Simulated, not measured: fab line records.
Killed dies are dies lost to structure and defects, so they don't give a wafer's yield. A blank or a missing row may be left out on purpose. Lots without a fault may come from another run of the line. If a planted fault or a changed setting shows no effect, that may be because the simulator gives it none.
Comparing a struck lot with a sound one :: flow sky130 :: 43 steps out of a route of 708
Sound: wafers L626.1, L626.2, L626.3. Struck: wafer L627.1. (L627.3, L627.5 of the same lot were not struck and are left out.) The cause comes at the end.
At each step with rows: each side's tool, then ch and its chambers, then its first start. Under that, the readings that differ: sound wafers :: struck wafers :: difference of the means :: sigmas: that difference in standard deviations of wafers without a fault.
alike: readings with means less than 2 such deviations apart, plus words and numbers identical on both sides. not compared: withheld readings, readings lacking a value on some wafer, bounds such as >300 that could conceal the same value, and numbers that have no deviation in the record and whose values overlap.
A row with sigmas, a row that says differs or no value, or rows on one side alone: a step with any of these is where the two part. Numbers that don't overlap but have no deviation are shown without sigmas and don't part them. A reading missing from all wafers of one side parts the sides only when that side holds two or more wafers.

SKY_SPACER_ETCHBACK_02: etches Si3N4 in CH3F/O2, stops on SiO2, time 46.7 s, target depth 45 nm.
  sound on rieDiel-01 ch 0,2,3, day 26 20:17; struck on rieDiel-03 ch 2, day 26 21:30
  alike: O2_flow_sccm, drypumpMotorCurrentA, oesProductAu, throttleValvePct
  not compared: rfHoursCounterH
then, 8 steps without rows for these wafers: SKY_POLY_CUT_DEHYDRATE_00 (time 60 s); SKY_POLY_CUT_HMDS_01 (prime time 60 s); SKY_POLY_CUT_COAT_02 (resist thk 60 nm); SKY_POLY_CUT_COAT_03 (resist thk 450 nm); SKY_POLY_CUT_SOFTBAKE_04 (time 90 s); SKY_POLY_CUT_EXPOSE_05 (exposes mask NPCM, target cd 270 nm); SKY_POLY_CUT_PEB_06; SKY_POLY_CUT_DEVELOP_07 (develop time 60 s).
SKY_POLY_CUT_CD_MEAS_08 targets a cd of 270 nm.
  sound: cdSem-01 at day 28 02:19; struck: cdSem-02 at day 28 03:19
  alike: cdNm
SKY_POLY_CUT_OVL_MEAS_09:
  sound: overlay-01 at day 28 02:26; struck: overlay-02 at day 28 03:26
  alike: POLY_CUT_OVL
SKY_POLY_CUT_ETCH_10: etches BARC in N2/H2, stops on SiO2, time 45.9 s, target depth 60 nm.
  sound on rieDiel-02 ch 0,1,2, day 28 02:29; struck on rieDiel-04 ch 2, day 28 03:28
  alike: drypumpMotorCurrentA, h2FlowSccm, oesProductAu, throttleValvePct
  not compared: rfHoursCounterH
SKY_POLY_CUT_ETCH_11: etches Si3N4 in CF4/CH2F2/Ar, stops on poly-Si, time 42.5 s, target depth 60 nm.
  sound on rieDiel-02 ch 0,1,2, day 28 02:31; struck on rieDiel-04 ch 2, day 28 03:31
  alike: ch2f2FlowSccm, drypumpMotorCurrentA, oesProductAu, throttleValvePct
  not compared: rfHoursCounterH
SKY_POLY_CUT_STRIP_12: strips in O2/N2.
  sound on plasmaAsher-04 ch 0,1, day 28 02:34; struck on plasmaAsher-01 ch 1, day 28 03:33
  alike: drypumpMotorCurrentA, oesProductAu, stripTimeToEndpointS
  not compared: rfHoursCounterH
then, 7 steps without rows for these wafers: SKY_SD_P_DEHYDRATE_00 (time 60 s); SKY_SD_P_HMDS_01 (prime time 60 s); SKY_SD_P_COAT_02 (resist thk 1140 nm); SKY_SD_P_SOFTBAKE_03 (time 60 s); SKY_SD_P_EXPOSE_04 (exposes mask PSDM, target cd 380 nm); SKY_SD_P_PEB_05; SKY_SD_P_DEVELOP_06 (develop time 60 s).
SKY_SD_P_CD_MEAS_07 targets a cd of 380 nm.
  sound: cdSem-01 at day 29 07:04; struck: cdSem-02 at day 29 08:55
  alike: cdNm
SKY_SD_P_OVL_MEAS_08:
  sound: overlay-01 at day 29 07:11; struck: overlay-01 at day 29 09:02
  alike: SD_P_OVL
then, 1 step without rows for these wafers: SKY_SD_P_IMPLANT_09.
SKY_SD_P_STRIP_10: strips in O2/N2.
  sound on plasmaAsher-02 ch 0,1, day 29 07:22; struck on plasmaAsher-04 ch 0, day 29 09:13
  alike: drypumpMotorCurrentA, oesProductAu, stripTimeToEndpointS
  not compared: rfHoursCounterH
SKY_SD_P_TW_MEAS_11:
  sound: filmMetro-04 at day 29 07:28; struck: filmMetro-02 at day 29 09:19
  alike: SD_P_TW
then, 8 steps without rows for these wafers: SKY_RES_XHIGH_DEHYDRATE_00 (time 60 s); SKY_RES_XHIGH_HMDS_01 (prime time 60 s); SKY_RES_XHIGH_COAT_02 (resist thk 1140 nm); SKY_RES_XHIGH_SOFTBAKE_03 (time 60 s); SKY_RES_XHIGH_EXPOSE_04 (exposes mask URPM, target cd 1270 nm); SKY_RES_XHIGH_PEB_05; SKY_RES_XHIGH_DEVELOP_06 (develop time 60 s); SKY_RES_XHIGH_IMPLANT_07.
SKY_RES_XHIGH_STRIP_08: strips in O2/N2.
  sound on plasmaAsher-01 ch 0,1, day 30 12:07; struck on plasmaAsher-02 ch 1, day 30 14:22
  alike: drypumpMotorCurrentA, oesProductAu, stripTimeToEndpointS
  not compared: rfHoursCounterH
SKY_RES_XHIGH_TW_MEAS_09:
  sound: filmMetro-04 at day 30 12:13; struck: filmMetro-04 at day 30 14:28
  alike: RES_XHIGH_TW
then, 6 steps without rows for these wafers: SKY_SD_N_DEHYDRATE_00 (time 60 s); SKY_SD_N_HMDS_01 (prime time 60 s); SKY_SD_N_COAT_02 (resist thk 1140 nm); SKY_SD_N_SOFTBAKE_03 (time 60 s); SKY_SD_N_EXPOSE_04 (exposes mask NSDM, target cd 380 nm); SKY_SD_N_PEB_05.
-- record jumps: 19 days separate the struck wafers' starts on either side; left off in module SD_N, taken up again in module PAD_OPEN, whose first shown step is the route's number 708 --
SKY_PAD_OPEN_PROBE_99:
  sound: prober-02 at day 49 02:02; struck: prober-01 at day 49 03:56
reading: killedAtFrontEnd
sound: 15 14 20
struck: 46
difference: +30
sigmas: +7

reading: killedDies
sound: 88 91 86
struck: 121
difference: +33
sigmas: +3

reading: killedOnRim
sound: 8 16 17
struck: 38
difference: +24
sigmas: +6
  alike: killed_at_M0_to_M3, killed_at_M4_up, killedAtContacts, killedAtOther, killedOpen, killedShort

== WHERE THEY PART ==
Within this record, at SKY_PAD_OPEN_PROBE_99 only.

WHY: what the simulator had put in
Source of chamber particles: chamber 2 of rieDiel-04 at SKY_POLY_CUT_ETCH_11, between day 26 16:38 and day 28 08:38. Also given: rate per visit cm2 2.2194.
